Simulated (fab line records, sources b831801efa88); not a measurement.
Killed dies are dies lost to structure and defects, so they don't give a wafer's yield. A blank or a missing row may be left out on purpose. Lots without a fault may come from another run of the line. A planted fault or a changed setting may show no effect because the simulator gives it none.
Chamber matching | flow gf180mcu | GF_V3_CMP_04 on cmp-01: 4 sister chambers
The step polishes SiO2. 16 wafers are shown with their chamber, then 8 later ones without.

WAFERS WITH THEIR CHAMBER
wafer  | chamber | motor_current_A (A) | time_to_endpoint_s (s)
L804.3 | 2       | 12.0                | 78
L804.4 | 3       | 11.4                | 81
L804.6 | 3       | 11.8                | 79
L805.3 | 3       | 12.7                | 72
L805.4 | 1       | 11.1                | 79
L805.6 | 0       | 12.2                | 69
L806.1 | 3       | 11.5                | 73
L806.5 | 1       | 10.4                | 80
L806.6 | 0       | 12.2                | 72
L807.1 | 2       | 11.9                | 76
L807.3 | 3       | 11.4                | 72
L807.4 | 0       | 11.9                | 71
L808.1 | 1       | 11.2                | 82
L808.5 | 0       | 11.8                | 73
L808.6 | 1       | 11.2                | 72
L810.1 | 2       | 12.5                | 82

SIGNATURES (means of the wafers above)
reading            | chamber 0 | chamber 1 | chamber 2 | chamber 3 | scatter within a chamber
motor_current_A    | 12.025    | 10.975    | 12.133    | 11.760    | 0.408
time_to_endpoint_s | 71.25     | 78.25     | 78.67     | 75.40     | 3.62
Rule: a wafer's distance from a chamber is the root of the sum, over the readings, of the square of ((its reading less the chamber's mean) divided by the reading's scatter). The wafer belongs to the nearest chamber; if the next one is less than 2 further off, it can't be placed. The scatter: the root of (the sum of the squares of (reading less its chamber's mean) over the shown wafers, divided by (wafers less chambers)).

WAFERS WITHOUT THEIR CHAMBER
wafer  | motor_current_A (A) | time_to_endpoint_s (s)
L810.4 | 12.3                | 81
L810.5 | 10.7                | 89
L811.3 | 13.2                | 88
L811.4 | 10.3                | 80
L811.5 | 12.2                | 86
L812.1 | 11.1                | 78
L812.4 | 12.4                | 87
L816.3 | 12.3                | 86

WHICH CHAMBER EACH WENT THROUGH
wafer  | from the rows above          | in truth
L810.4 | can't be placed: 2 or 3      | 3
L810.5 | can't be placed: 1 or 2 or 3 | 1
L811.3 | can't be placed: 2 or 3 or 0 | 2
L811.4 | 1                            | 1
L811.5 | can't be placed: 2 or 3 or 1 | 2
L812.1 | can't be placed: 1 or 3      | 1
L812.4 | can't be placed: 2 or 3 or 1 | 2
L816.3 | can't be placed: 2 or 3 or 1 | 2
Placed correctly: 1 of 8. Can't be placed from these rows: 7 (the true chamber is among the candidates in 7). Placed wrongly: 0.
